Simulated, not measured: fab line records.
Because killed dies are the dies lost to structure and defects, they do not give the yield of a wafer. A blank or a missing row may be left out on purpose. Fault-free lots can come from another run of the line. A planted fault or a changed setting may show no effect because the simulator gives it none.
fab line records | flow sky130
[record] lots = 6 | wafers = 18 | last-day = 50
route steps=708 shown PWDE@47 NWELL@56 PAD_OPEN@708
lots with no fault: from the same line, run without faults
start-h: start of the lot's first displayed wafer, in hours after the record's first day | wait-h: hours elapsed since this lot's preceding step | " unchanged from the row above | L1.1+2: a single row standing in for several wafers | - either no value or no given start | * or withheld: withheld | < > ~ a bound
route shown NAME@n: a module of which the file shows steps, and the number in the route of the first | usual: average and standard deviation across the fault-free wafers | same: alike in all rows | chamber/n: place in a boat | sites: readings site by site | _std_site: the standard deviation of these | _edge_site: inner sites' mean taken away from outer sites' mean | radius-mm: for every site, how far away it sits from the centre of the wafer | mask NAME#n: copy n | behind: the last tool/chamber to shape the wafer | hold: reason for holding the lot/hours on hold/outcome of the hold | device: transistor that didn't switch, given as n, p or np | end of line: tests of these same wafers at the route's end | a step without rows: its recipe alone | killed: dies lost to structure and defects at the first sort, not the wafer's yield | map: a wafer's dies, x killed, . not, _ none there
set.NAME: the setting as run; set.NAME@STEP: as run at that earlier step | model.NAME: the simulator's own value behind a step, which no gauge read
lots at selected steps of the route; one table per step, one row per wafer
services: from which hour (start-h, from the record's first day; less than 0 if before it) a tool's chamber was out of use, for how many hours, and why
[[steps]]
[step SKY_PWDE_COAT_02]
[recipe] spin-rpm = 2000 | resist-thk-nm = 3000
[step SKY_PWDE_SOFTBAKE_03]
[recipe] temp-c = 110 | time-s = withheld
[step SKY_PWDE_EXPOSE_04]
[recipe] mask-id = PWDEM | na = 0.6 | source-shape = conventional | sigma-outer = 0.6 | polarization = unpolarized | target-cd-nm = 840 | dose-mj = 214
[step SKY_PWDE_PEB_05]
[recipe] temp-c = 115 | time-s = withheld
[step SKY_PWDE_DEVELOP_06]
[recipe] wall-angle-deg = 90 | developer = TMAH | develop-time-s = 60 | dev-temp-c = 23
[step SKY_PWDE_OVL_MEAS_07]
[usual] PWDE_OVL = 0.4/1.6
lot.wafer | tool       | chamber | start-h | wait-h | PWDE_OVL[nm]
L441.1    | overlay-02 | -       | 91.80   | -      | 0.9
L441.3    | "          | -       | "       | "      | 0.4
L441.4    | "          | -       | "       | "      | 2.5
L448.1    | overlay-02 | -       | 129.96  | -      | -1.1
L448.2    | "          | -       | "       | "      | 0.2
L448.5    | "          | -       | "       | "      | 0.9
L449.2    | overlay-01 | -       | 134.97  | -      | 0.7
L449.3    | "          | -       | "       | "      | -0.4
L449.5    | "          | -       | "       | "      | -0.8
L453.2    | overlay-01 | -       | 159.47  | -      | -0.6
L453.3    | "          | -       | "       | "      | -0.7
L453.6    | "          | -       | "       | "      | -0.4
L454.3    | overlay-02 | -       | 162.18  | -      | -0.1
L454.5    | "          | -       | "       | "      | 0.8
L454.6    | "          | -       | "       | "      | -0.1
L459.1    | overlay-01 | -       | 192.01  | -      | 3.5
L459.5    | "          | -       | "       | "      | 0.1
L459.6    | "          | -       | "       | "      | 2.9
[step SKY_PWDE_IMPLANT_08]
[recipe] species = B | energy-kev = 151.2 | dose-cm2 = 3.6e+12 | tilt-deg = withheld
[step SKY_PWDE_STRIP_09]
[recipe] chemistry = O2/N2 | power-w = 1400 | pressure-mtorr = 1500 | platen-temp-c = withheld | o2-flow-sccm = 3000 | n2-flow-sccm = 300 | overash-fraction = 0.5
[usual] drypump-motor-current-A = 5.5/0.58 | oes-product-au = 0.722/0.0044 | strip-time-to-endpoint-s = 36.90/0.094
lot.wafer | tool            | chamber | start-h | wait-h | drypump-motor-current-A | oes-product-au | rf-hours-counter-h | strip-time-to-endpoint-s
L441.1    | plasma-asher-04 | 0       | 91.99   | 0.1    | 6.4                     | 0.725          | 26                 | 36.86
L441.3    | "               | 0       | "       | "      | 6.3                     | 0.724          | -                  | 36.86
L441.4    | "               | 1       | "       | "      | 5.5                     | 0.721          | -                  | 36.96
L448.1    | plasma-asher-04 | 0       | 130.15  | 0.1    | 6.3                     | 0.721          | 30                 | 36.85
L448.2    | "               | 1       | "       | "      | 5.4                     | 0.725          | 30                 | 36.85
L448.5    | "               | 0       | "       | "      | 6.3                     | 0.723          | -                  | 36.82
L449.2    | plasma-asher-03 | 1       | 135.15  | 0.1    | 4.6                     | 0.713          | 1                  | 37.05
L449.3    | "               | 0       | "       | "      | 5.7                     | 0.729          | -                  | 36.97
L449.5    | "               | 1       | "       | "      | 4.6                     | 0.715          | -                  | 36.97
L453.2    | plasma-asher-04 | 0       | 159.65  | 0.1    | 6.3                     | 0.728          | 33                 | 36.87
L453.3    | "               | 1       | "       | "      | 5.5                     | 0.726          | -                  | 36.86
L453.6    | "               | 0       | "       | "      | 6.4                     | 0.725          | -                  | 36.94
L454.3    | plasma-asher-04 | 0       | 162.38  | 0.1    | 6.3                     | 0.722          | -                  | 36.91
L454.5    | "               | 1       | "       | "      | 5.4                     | 0.722          | -                  | 37.02
L454.6    | "               | 0       | "       | "      | 6.3                     | 0.724          | -                  | 36.88
L459.1    | plasma-asher-04 | 1       | 192.20  | 0.1    | 5.5                     | 0.724          | 36                 | 36.74
L459.5    | "               | 0       | "       | "      | 6.3                     | 0.725          | -                  | 36.82
L459.6    | "               | 1       | "       | "      | 5.5                     | 0.723          | -                  | 36.83
[step SKY_PWDE_TW_MEAS_10]
[usual] PWDE_TW = 376/6.1
lot.wafer | tool          | chamber | start-h | wait-h | PWDE_TW
L441.1    | film-metro-03 | -       | 92.09   | 0.1    | 373
L441.3    | "             | -       | "       | "      | 373
L441.4    | "             | -       | "       | "      | 372
L448.1    | film-metro-02 | -       | 130.25  | 0.1    | 383
L448.2    | "             | -       | "       | "      | 382
L448.5    | "             | -       | "       | "      | 382
L449.2    | film-metro-03 | -       | 135.26  | 0.1    | 369
L449.3    | "             | -       | "       | "      | 371
L449.5    | "             | -       | "       | "      | 370
L453.2    | film-metro-03 | -       | 159.76  | 0.1    | 371
L453.3    | "             | -       | "       | "      | 372
L453.6    | "             | -       | "       | "      | 371
L454.3    | film-metro-03 | -       | 162.47  | 0.1    | 370
L454.5    | "             | -       | "       | "      | 369
L454.6    | "             | -       | "       | "      | 372
L459.1    | film-metro-01 | -       | 192.30  | 0.1    | 374
L459.5    | "             | -       | "       | "      | 375
L459.6    | "             | -       | "       | "      | 372
[step SKY_NWELL_DEHYDRATE_03]
[recipe] temp-c = 200 | time-s = 60
[step SKY_NWELL_HMDS_04]
[recipe] prime-time-s = 60 | prime-temp-c = 120
[step SKY_NWELL_COAT_05]
[recipe] spin-rpm = 2000 | resist-thk-nm = 3000
[step SKY_NWELL_SOFTBAKE_06]
[recipe] temp-c = 110 | time-s = withheld
[usual] heater-power-total-W = 65.32/0.13 | plate-temp-C = 110.01/0.12
lot.wafer | tool           | chamber | start-h | wait-h | heater-power-total-W | plate-temp-C | model.coat_of_NWELL_COAT_05.thk-nm
L441.1    | litho-track-02 | 0       | 100.15  | 0.1    | 65.56                | 109.89       | 3008
L441.3    | "              | 0       | "       | "      | 65.36                | 109.92       | 3003
L441.4    | "              | 0       | "       | "      | 65.34                | 110.03       | 3005
L448.1    | litho-track-03 | 0       | 139.26  | 0.1    | 70.79                | 116.88       | 2939
L448.2    | "              | 0       | "       | "      | 70.62                | 116.92       | 2936
L448.5    | "              | 0       | "       | "      | 70.73                | 117.07       | 2939
L449.2    | litho-track-03 | 0       | 144.70  | 0.1    | 70.79                | 116.75       | 2943
L449.3    | "              | 0       | "       | "      | 70.83                | 116.51       | 2940
L449.5    | "              | 0       | "       | "      | 70.62                | 116.90       | 2951
L453.2    | litho-track-04 | 0       | 169.34  | 0.1    | 65.32                | 109.79       | 2991
L453.3    | "              | 0       | "       | "      | 65.34                | 109.90       | 3002
L453.6    | "              | 0       | "       | "      | 65.52                | 109.99       | 2997
L454.3    | litho-track-04 | 0       | 172.82  | 0.1    | 65.48                | 110.07       | 2990
L454.5    | "              | 0       | "       | "      | 65.07                | 110.05       | 2998
L454.6    | "              | 0       | "       | "      | 65.23                | 110.02       | 2996
L459.1    | litho-track-03 | 0       | 202.56  | 0.1    | 65.29                | 110.00       | 3004
L459.5    | "              | 0       | "       | "      | 65.19                | 109.85       | 3010
L459.6    | "              | 0       | "       | "      | 65.42                | 109.96       | 3004
[step SKY_NWELL_EXPOSE_07]
[recipe] mask-id = NWM | na = 0.6 | source-shape = conventional | sigma-outer = 0.6 | polarization = unpolarized | target-cd-nm = 840 | dose-mj = 255
[step SKY_NWELL_PEB_08]
[recipe] temp-c = 115 | time-s = withheld
[step SKY_NWELL_DEVELOP_09]
[recipe] wall-angle-deg = 90 | developer = TMAH | develop-time-s = 60 | dev-temp-c = 23
lot.wafer | tool           | chamber | start-h | wait-h | model.coat_of_NWELL_COAT_05.thk-nm
L441.1    | litho-track-04 | 0       | -       | -      | 3004
L441.3    | "              | 0       | "       | "      | 2999
L441.4    | "              | 0       | "       | "      | 3001
L448.1    | litho-track-03 | 0       | -       | -      | 2935
L448.2    | "              | 0       | "       | "      | 2931
L448.5    | "              | 0       | "       | "      | 2934
L449.2    | litho-track-03 | 0       | -       | -      | 2939
L449.3    | "              | 0       | "       | "      | 2936
L449.5    | "              | 0       | "       | "      | 2947
L453.2    | litho-track-03 | 0       | -       | -      | 2987
L453.3    | "              | 0       | "       | "      | 2998
L453.6    | "              | 0       | "       | "      | 2993
L454.3    | litho-track-02 | 0       | -       | -      | 2985
L454.5    | "              | 0       | "       | "      | 2994
L454.6    | "              | 0       | "       | "      | 2992
L459.1    | litho-track-04 | 0       | -       | -      | 2999
L459.5    | "              | 0       | "       | "      | 3006
L459.6    | "              | 0       | "       | "      | 3000
[step SKY_NWELL_OVL_MEAS_10]
[usual] NWELL_00_OVL = 0.1/1.7
lot.wafer | tool       | chamber | start-h | wait-h | NWELL_00_OVL[nm]
L441.1    | overlay-01 | -       | 109.15  | -      | 2.7
L441.3    | "          | -       | "       | "      | 2.2
L441.4    | "          | -       | "       | "      | 1.6
L448.1    | overlay-02 | -       | 149.31  | -      | -1.2
L448.2    | "          | -       | "       | "      | -0.3
L448.5    | "          | -       | "       | "      | -0.6
L449.2    | overlay-01 | -       | 155.47  | -      | 0.5
L449.3    | "          | -       | "       | "      | 1.6
L449.5    | "          | -       | "       | "      | 1.0
L453.2    | overlay-01 | -       | 179.92  | -      | -1.6
L453.3    | "          | -       | "       | "      | -2.0
L453.6    | "          | -       | "       | "      | -0.8
L454.3    | overlay-02 | -       | 183.11  | -      | -3.2
L454.5    | "          | -       | "       | "      | -1.8
L454.6    | "          | -       | "       | "      | 0.3
L459.1    | overlay-01 | -       | 213.70  | -      | -1.2
L459.5    | "          | -       | "       | "      | 1.4
L459.6    | "          | -       | "       | "      | 0.5
[step SKY_NWELL_IMPLANT_11]
[recipe] species = P | energy-kev = 393.8 | dose-cm2 = 1.9e+13 | tilt-deg = withheld
[step SKY_NWELL_IMPLANT_12]
[recipe] species = P | energy-kev = 120 | dose-cm2 = 1.3e+12 | tilt-deg = withheld
[step SKY_NWELL_IMPLANT_13]
[recipe] species = P | energy-kev = 50 | dose-cm2 = 7e+11 | tilt-deg = withheld
[step SKY_NWELL_STRIP_14]
[recipe] chemistry = O2/N2 | power-w = 1400 | pressure-mtorr = 1500 | platen-temp-c = withheld | o2-flow-sccm = 3000 | n2-flow-sccm = 300 | overash-fraction = 0.5
[usual] drypump-motor-current-A = 5.7/0.5 | oes-product-au = 0.722/0.0047 | strip-time-to-endpoint-s = 36.89/0.1
lot.wafer | tool            | chamber | start-h | wait-h | drypump-motor-current-A | oes-product-au | rf-hours-counter-h | strip-time-to-endpoint-s
L441.1    | plasma-asher-02 | 1       | 109.64  | 0.1    | 5.8                     | 0.719          | 44                 | 37.00
L441.3    | "               | 0       | "       | "      | 6.2                     | 0.732          | -                  | 36.95
L441.4    | "               | 1       | "       | "      | 5.8                     | 0.727          | -                  | 36.95
L448.1    | plasma-asher-02 | 1       | 149.80  | 0.1    | 5.8                     | 0.723          | 49                 | 36.22
L448.2    | "               | 0       | "       | "      | 6.2                     | 0.723          | 49                 | 36.20
L448.5    | "               | 1       | "       | "      | 5.8                     | 0.712          | -                  | 36.22
L449.2    | plasma-asher-02 | 1       | 155.95  | 0.1    | 5.8                     | 0.723          | 49                 | 36.27
L449.3    | "               | 0       | "       | "      | 6.2                     | 0.714          | -                  | 36.23
L449.5    | "               | 1       | "       | "      | 5.8                     | 0.721          | -                  | 36.37
L453.2    | plasma-asher-01 | 0       | 180.40  | 0.1    | 4.9                     | 0.726          | 49                 | 36.81
L453.3    | "               | 1       | "       | "      | 5.5                     | 0.723          | -                  | 36.94
L453.6    | "               | 1       | "       | "      | 5.5                     | 0.720          | -                  | 36.89
L454.3    | plasma-asher-02 | 1       | 183.62  | 0.1    | 5.8                     | 0.727          | -                  | 36.80
L454.5    | "               | 1       | "       | "      | 5.8                     | 0.721          | -                  | 36.89
L454.6    | "               | 0       | "       | "      | 6.2                     | 0.716          | -                  | 36.88
L459.1    | plasma-asher-03 | 1       | 214.19  | 0.1    | 4.7                     | 0.715          | 10                 | 36.96
L459.5    | "               | 0       | "       | "      | 5.7                     | 0.728          | -                  | 37.05
L459.6    | "               | 1       | "       | "      | 4.7                     | 0.725          | -                  | 36.94
[step SKY_NWELL_TW_MEAS_15]
[usual] NWELL_TW = 1831/28
lot.wafer | tool          | chamber | start-h | wait-h | NWELL_TW
L441.1    | film-metro-02 | -       | 109.74  | 0.1    | 1862
L441.3    | "             | -       | "       | "      | 1871
L441.4    | "             | -       | "       | "      | 1864
L448.1    | film-metro-01 | -       | 149.90  | 0.1    | 1812
L448.2    | "             | -       | "       | "      | 1816
L448.5    | "             | -       | "       | "      | 1809
L449.2    | film-metro-02 | -       | 156.06  | 0.1    | 1879
L449.3    | "             | -       | "       | "      | 1874
L449.5    | "             | -       | "       | "      | 1861
L453.2    | film-metro-03 | -       | 180.51  | 0.1    | 1812
L453.3    | "             | -       | "       | "      | 1818
L453.6    | "             | -       | "       | "      | 1812
L454.3    | film-metro-02 | -       | 183.70  | 0.1    | 1847
L454.5    | "             | -       | "       | "      | 1858
L454.6    | "             | -       | "       | "      | 1857
L459.1    | film-metro-03 | -       | 214.29  | 0.1    | 1810
L459.5    | "             | -       | "       | "      | 1806
L459.6    | "             | -       | "       | "      | 1805
[step SKY_PAD_OPEN_PROBE_99]
[usual] killed_at_M0_to_M3 = 43/6.9 | killed_at_M4_up = 3.2/2 | killed-at-contacts = 25/5.1 | killed-at-front-end = 15/4.5 | killed-at-other = 0.2/0.51 | killed-dies = 85/9.5 | killed-open = 48/6.9 | killed-short = 38/6.7
[same] gross-dies = 492 | killed-at-back-side = 0
lot.wafer | tool      | chamber | start-h | wait-h | killed_at_M0_to_M3 | killed_at_M4_up | killed-at-contacts | killed-at-front-end | killed-at-other | killed-dies | killed-open | killed-short
L448.2    | prober-01 | -       | 1139.39 | 0.1    | 45                 | 9               | 18                 | 22                  | 0               | 94          | 48          | 46
L449.2    | prober-02 | -       | 1144.18 | 0.1    | 39                 | 9               | 27                 | 11                  | 3               | 89          | 56          | 33
L449.3    | prober-02 | -       | 1144.23 | 0.2    | 45                 | 5               | 25                 | 24                  | 0               | 99          | 56          | 43
L449.5    | prober-02 | -       | 1144.33 | 0.2    | 43                 | 4               | 33                 | 13                  | 0               | 93          | 56          | 37
L454.3    | prober-01 | -       | 1167.07 | 0.2    | 34                 | 7               | 29                 | 10                  | 0               | 80          | 48          | 32
L454.5    | prober-01 | -       | 1167.17 | 0.2    | 42                 | 2               | 28                 | 14                  | 1               | 87          | 47          | 40
L454.6    | prober-01 | -       | 1167.22 | 0.2    | 47                 | 2               | 19                 | 11                  | 0               | 79          | 44          | 35
L459.1    | prober-02 | -       | 1192.80 | 0.1    | 42                 | 2               | 17                 | 16                  | 0               | 77          | 45          | 32
L459.5    | prober-02 | -       | 1193.00 | 0.2    | 42                 | 0               | 28                 | 20                  | 1               | 91          | 52          | 39
L459.6    | prober-02 | -       | 1193.05 | 0.2    | 42                 | 1               | 17                 | 24                  | 0               | 84          | 46          | 38
// killed by level:class
L448.2 VIA2:geometric-particle:open=8 METAL2:geometric-particle:short=8 VIA1:geometric-particle:open=8 FIELD_ISO:geometric-particle:short=7 POLY_GATE:geometric-particle:open=7 METAL4:geometric-particle:short=7 VIA3:geometric-particle:open=6 CONTACT:geometric-particle:open=6
L449.2 VIA1:geometric-particle:open=11 CONTACT:geometric-particle:open=10 VIA2:geometric-particle:open=8 LI_CONTACT:geometric-particle:open=6 METAL4:geometric-particle:open=5 LI_CONTACT:geometric-particle:short=4 METAL1:geometric-particle:short=4 VIA2:geometric-particle:short=4
L449.3 VIA1:geometric-particle:open=15 LI_CONTACT:geometric-particle:open=7 POLY_GATE:geometric-particle:short=6 VIA3:geometric-particle:open=6 METAL1:geometric-particle:short=6 FIELD_ISO:geometric-particle:open=5 FIELD_ISO:geometric-particle:short=5 POLY_GATE:geometric-particle:open=5
L449.5 CONTACT:geometric-particle:open=16 VIA1:geometric-particle:open=9 LI_CONTACT:geometric-particle:open=8 VIA2:geometric-particle:open=8 METAL1:geometric-particle:short=6 VIA1:geometric-particle:short=5 POLY_GATE:geometric-particle:short=4 CONTACT:geometric-particle:short=4
L454.3 CONTACT:geometric-particle:open=16 VIA1:geometric-particle:open=8 LI_CONTACT:geometric-particle:open=7 VIA2:geometric-particle:open=6 POLY_GATE:geometric-particle:short=5 METAL1:geometric-particle:short=5 VIA3:geometric-particle:open=5 VIA1:geometric-particle:short=4
L454.5 CONTACT:geometric-particle:open=9 VIA1:geometric-particle:open=9 LI_CONTACT:geometric-particle:open=7 VIA1:geometric-particle:short=6 METAL2:geometric-particle:short=6 LOCAL_INTERCONNECT:geometric-particle:short=5 FIELD_ISO:geometric-particle:short=4 FIELD_ISO:geometric-particle:open=4
L454.6 VIA1:geometric-particle:open=12 VIA3:geometric-particle:open=7 CONTACT:geometric-particle:open=6 LI_CONTACT:geometric-particle:short=5 VIA2:geometric-particle:open=5 METAL1:geometric-particle:short=5 VIA1:geometric-particle:short=5 POLY_GATE:geometric-particle:short=3
L459.1 VIA1:geometric-particle:open=12 VIA2:geometric-particle:open=6 LI_CONTACT:geometric-particle:open=6 CONTACT:geometric-particle:open=5 FIELD_ISO:geometric-particle:open=4 VIA2:geometric-particle:short=4 VIA3:geometric-particle:open=4 METAL2:geometric-particle:short=4
L459.5 LI_CONTACT:geometric-particle:open=8 CONTACT:geometric-particle:open=8 VIA3:geometric-particle:open=7 METAL1:geometric-particle:short=6 METAL2:geometric-particle:short=6 FIELD_ISO:geometric-particle:open=5 POLY_GATE:geometric-particle:short=5 VIA1:geometric-particle:short=5
L459.6 FIELD_ISO:geometric-particle:short=7 METAL2:geometric-particle:short=7 CONTACT:geometric-particle:open=7 VIA1:geometric-particle:open=7 VIA3:geometric-particle:open=6 FIELD_ISO:geometric-particle:open=5 POLY_GATE:geometric-particle:open=4 LI_CONTACT:geometric-particle:open=4
[[services]]
tool            | chamber | start-h | hours | kind
plasma-asher-03 | -       | 108.75  | 9.0   | pm
plasma-asher-03 | 0       | 108.75  | 9.0   | vent-cycle
plasma-asher-03 | 1       | 108.75  | 9.0   | vent-cycle
plasma-asher-03 | 0       | 117.75  | -     | clean
plasma-asher-03 | 1       | 117.75  | -     | clean
plasma-asher-03 | -       | 122.81  | 2.5   | repair
plasma-asher-04 | -       | 197.58  | 12.7  | repair
plasma-asher-01 | -       | 207.45  | 2.7   | repair
[[key]]
[first-sign] step = SKY_NWELL_SOFTBAKE_06 | reading = plate-temp-C | direction = up | sigmas = 57 | usual = * | struck = *
[effect] step = SKY_NWELL_SOFTBAKE_06 | reading = heater-power-total-W | direction = up | sigmas = 40 | usual = * | struck = *
[effect] step = SKY_NWELL_STRIP_14 | reading = strip-time-to-endpoint-s | direction = down | sigmas = 6.4 | usual = * | struck = *
[model-effect] step = SKY_NWELL_SOFTBAKE_06 | value = coat_of_NWELL_COAT_05.thk-nm | without = 2995 | struck = 2941
[model-effect] step = SKY_NWELL_DEVELOP_09 | value = coat_of_NWELL_COAT_05.thk-nm | without = 2990 | struck = 2937
met-at SKY_NWELL_SOFTBAKE_06
struck-wafers L448.1,L448.2,L448.5,L449.2,L449.3,L449.5
tester-left-out L448,L449
[fault] kind = process-parameter-drift | tool = litho-track-03 | chamber = - | onset-h = 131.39 | steps = SKY_NWELL_SOFTBAKE_06 | channel = temp-c | offset = * | shape = step | end-h = 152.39 | acts-in = * | stated = *
// tester-left-out: of these lots the tester's yield and bins aren't shown, on N5 and GAA mostly nor the transistor test; their killed dies are dies lost to structure and defects alone, not to doping, threshold or leakage, so they don't give the yield
